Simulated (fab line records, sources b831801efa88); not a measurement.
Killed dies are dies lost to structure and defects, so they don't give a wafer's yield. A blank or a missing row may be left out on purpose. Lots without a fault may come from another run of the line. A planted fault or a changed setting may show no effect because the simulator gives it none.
Which tool did it? | flow gf180mcu | 13 lots, 39 wafers sampled, at 5 steps of a route of 602

WHAT THE GAUGES READ, wafer by wafer
GF_V2_OVL_MEAS_15. Usual: V2_OVL -5 nm, standard deviation 5.1.
lot  | measured     | on         | V2_OVL (nm) | flag
L448 | day 20 10:34 | overlay-02 | -2 -3 1     |
L449 | day 20 22:40 | overlay-01 | -1 -12 -7   |
L451 | day 21 19:46 | overlay-01 | -6 -6 3     |
L452 | day 22 03:22 | overlay-01 | -4 -17 -7   |
L454 | day 22 19:20 | overlay-01 | -9 0 -3     |
L456 | day 23 17:58 | overlay-01 | -3 -5 -2    |
L457 | day 23 23:28 | overlay-02 | -7 -3 0     |
L461 | day 25 03:34 | overlay-01 | -11 -7 -4   |
L462 | day 25 17:25 | overlay-02 | -7 -10 0    |
L463 | day 25 22:55 | overlay-01 | -6 -11 -2   |
L464 | day 26 04:42 | overlay-02 | -4 -3 -4    |
L467 | day 27 08:12 | overlay-01 | -7 -9 -6    |
L469 | day 27 18:54 | overlay-01 | -1 -8 1     |

GF_M3_CD_MEAS_14: target cd 280 nm. Usual: cd_nm 279.6 nm, standard deviation 1.1.
lot  | measured     | on        | cd_nm (nm)        | flag
L448 | day 21 12:07 | cd_sem-02 | 278.6 279.3 278.0 |
L449 | day 22 00:11 | cd_sem-02 | 279.4 278.9 278.7 |
L451 | day 22 21:05 | cd_sem-02 | 279.7 278.6 279.3 |
L452 | day 23 04:11 | cd_sem-02 | 279.1 279.8 279.1 |
L454 | day 23 19:20 | cd_sem-02 | 279.5 281.5 279.6 |
L456 | day 24 17:31 | cd_sem-01 | 278.5 278.6 277.6 |
L457 | day 24 23:17 | cd_sem-01 | 279.3 279.1 277.9 |
L461 | day 26 02:17 | cd_sem-02 | 278.0 279.2 279.4 |
L462 | day 26 16:12 | cd_sem-02 | 278.6 278.5 266.4 | OFF
L463 | day 26 22:23 | cd_sem-02 | 266.8 279.6 279.0 | OFF
L464 | day 27 03:02 | cd_sem-02 | 268.5 269.4 268.6 | OFF
L467 | day 28 05:40 | cd_sem-02 | 279.4 279.7 280.4 |
L469 | day 28 15:55 | cd_sem-02 | 278.7 279.7 280.0 |

WHICH TOOL RAN EACH LOT (tool, then ch and the chambers of the sampled wafers, then the start)
lot  | GF_V2_SPUTTER_22             | GF_M3_SPUTTER_03             | GF_M3_EXPOSE_11
L448 | pvd_sputter-04, day 20 11:19 | pvd_sputter-01, day 20 12:07 | krf_scanner-02 ch 0, day 21 00:21
L449 | pvd_sputter-04, day 20 23:26 | pvd_sputter-01, day 21 00:13 | krf_scanner-02 ch 0, day 21 12:42
L451 | pvd_sputter-04, day 21 20:32 | pvd_sputter-04, day 21 21:19 | krf_scanner-02 ch 0, day 22 09:47
L452 | pvd_sputter-01, day 22 04:08 | pvd_sputter-02, day 22 04:55 | krf_scanner-02 ch 0, day 22 17:08
L454 | pvd_sputter-03, day 22 20:06 | pvd_sputter-01, day 22 20:53 | krf_scanner-01 ch 0, day 23 08:22
L456 | pvd_sputter-01, day 23 18:44 | pvd_sputter-04, day 23 19:31 | krf_scanner-02 ch 0, day 24 06:17
L457 | pvd_sputter-01, day 24 00:13 | pvd_sputter-04, day 24 01:02 | krf_scanner-02 ch 0, day 24 12:44
L461 | pvd_sputter-04, day 25 04:22 | pvd_sputter-01, day 25 05:10 | krf_scanner-01 ch 0, day 25 16:24
L462 | pvd_sputter-01, day 25 18:19 | pvd_sputter-02, day 25 19:07 | krf_scanner-02 ch 0, day 26 05:31
L463 | pvd_sputter-01, day 25 23:40 | pvd_sputter-04, day 26 01:31 | krf_scanner-02 ch 0, day 26 12:26
L464 | pvd_sputter-03, day 26 05:28 | pvd_sputter-01, day 26 06:16 | krf_scanner-02 ch 0, day 26 17:07
L467 | pvd_sputter-01, day 27 08:58 | pvd_sputter-04, day 27 09:46 | krf_scanner-01 ch 0, day 27 19:49
L469 | pvd_sputter-04, day 27 19:40 | pvd_sputter-01, day 27 20:28 | krf_scanner-01 ch 0, day 28 06:23
- GF_V2_SPUTTER_22: material TiN, target thk 10 nm, time 40 s.
- GF_M3_SPUTTER_03: material Ti, target thk 10 nm, time 6.7 s.
- GF_M3_EXPOSE_11: exposes mask Metal3, target cd 280 nm.

WHAT THE TOOLS THEMSELVES READ (means of the sampled wafers that have a number; where no wafer has one, the mark that the record gives instead)
GF_V2_SPUTTER_22. Usual: throttle_valve_pct 30.4 %, standard deviation 0.94.
lot  | tool           | throttle_valve_pct (%) | flag
L448 | pvd_sputter-04 | 30.6                   |
L449 | pvd_sputter-04 | 30.2                   |
L451 | pvd_sputter-04 | 29.8                   |
L452 | pvd_sputter-01 | 30.8                   |
L454 | pvd_sputter-03 | 29.3                   |
L456 | pvd_sputter-01 | 31.1                   |
L457 | pvd_sputter-01 | 30.5                   |
L461 | pvd_sputter-04 | 29.9                   |
L462 | pvd_sputter-01 | 31.4                   |
L463 | pvd_sputter-01 | 31.1                   |
L464 | pvd_sputter-03 | 30.2                   |
L467 | pvd_sputter-01 | 30.9                   |
L469 | pvd_sputter-04 | 30.0                   |

GF_M3_SPUTTER_03. Usual: throttle_valve_pct 30.4 %, standard deviation 0.83.
lot  | tool           | throttle_valve_pct (%) | flag
L448 | pvd_sputter-01 | 31.0                   |
L449 | pvd_sputter-01 | 30.7                   |
L451 | pvd_sputter-04 | 30.1                   |
L452 | pvd_sputter-02 | 30.0                   |
L454 | pvd_sputter-01 | 30.9                   |
L456 | pvd_sputter-04 | 30.3                   |
L457 | pvd_sputter-04 | 29.8                   |
L461 | pvd_sputter-01 | 30.3                   |
L462 | pvd_sputter-02 | 31.0                   |
L463 | pvd_sputter-04 | 30.0                   |
L464 | pvd_sputter-01 | 31.2                   |
L467 | pvd_sputter-04 | 30.6                   |
L469 | pvd_sputter-01 | 31.0                   |

GF_M3_EXPOSE_11. Usual: focus_offset_nm 0.1 nm, standard deviation 0.52.
lot  | tool           | focus_offset_nm (nm) | flag
L448 | krf_scanner-02 | -0.2                 |
L449 | krf_scanner-02 | 0.3                  |
L451 | krf_scanner-02 | 0.6                  |
L452 | krf_scanner-02 | 0.8                  |
L454 | krf_scanner-01 | -0.1                 |
L456 | krf_scanner-02 | -0.2                 |
L457 | krf_scanner-02 | 0.6                  |
L461 | krf_scanner-01 | -0.1                 |
L462 | krf_scanner-02 | -0.2                 |
L463 | krf_scanner-02 | 0.2                  |
L464 | krf_scanner-02 | 0.4                  |
L467 | krf_scanner-01 | 0.2                  |
L469 | krf_scanner-01 | 0.1                  |

THE ANSWER, worked out from the rows above alone
Rule: a lot is off if the mean of its wafers that have a number lies more than 3 standard deviations from the usual mean. A lot without any number at a reading at which 4 lots or more have one is off too. The other lots that the step has rows for count as sound. The gauges are gone through in route order, then the tools' own readings, and for those a lot's mean is taken as printed above. The first step at which some lot is off is used, and at that step the reading that is off furthest; a lot without a number counts as furthest.
Off: L462, L463, L464, at GF_M3_CD_MEAS_14 (cd_nm).
A tool fits if, at a process step before that reading, it ran every lot that is off, and no sound lot after the first of them. The gauges at GF_M3_CD_MEAS_14 are tried like those tools. One fits: krf_scanner-02 at GF_M3_EXPOSE_11. Its last sound lot is L457 (day 24 12:44), its first lot that is off L462 (day 26 05:31): a fault that began between those two fits.

WHAT THE SIMULATOR HAD PUT IN
Process parameter drift: krf_scanner-02, from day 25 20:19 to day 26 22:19, at GF_M3_EXPOSE_11. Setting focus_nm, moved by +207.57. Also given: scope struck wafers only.
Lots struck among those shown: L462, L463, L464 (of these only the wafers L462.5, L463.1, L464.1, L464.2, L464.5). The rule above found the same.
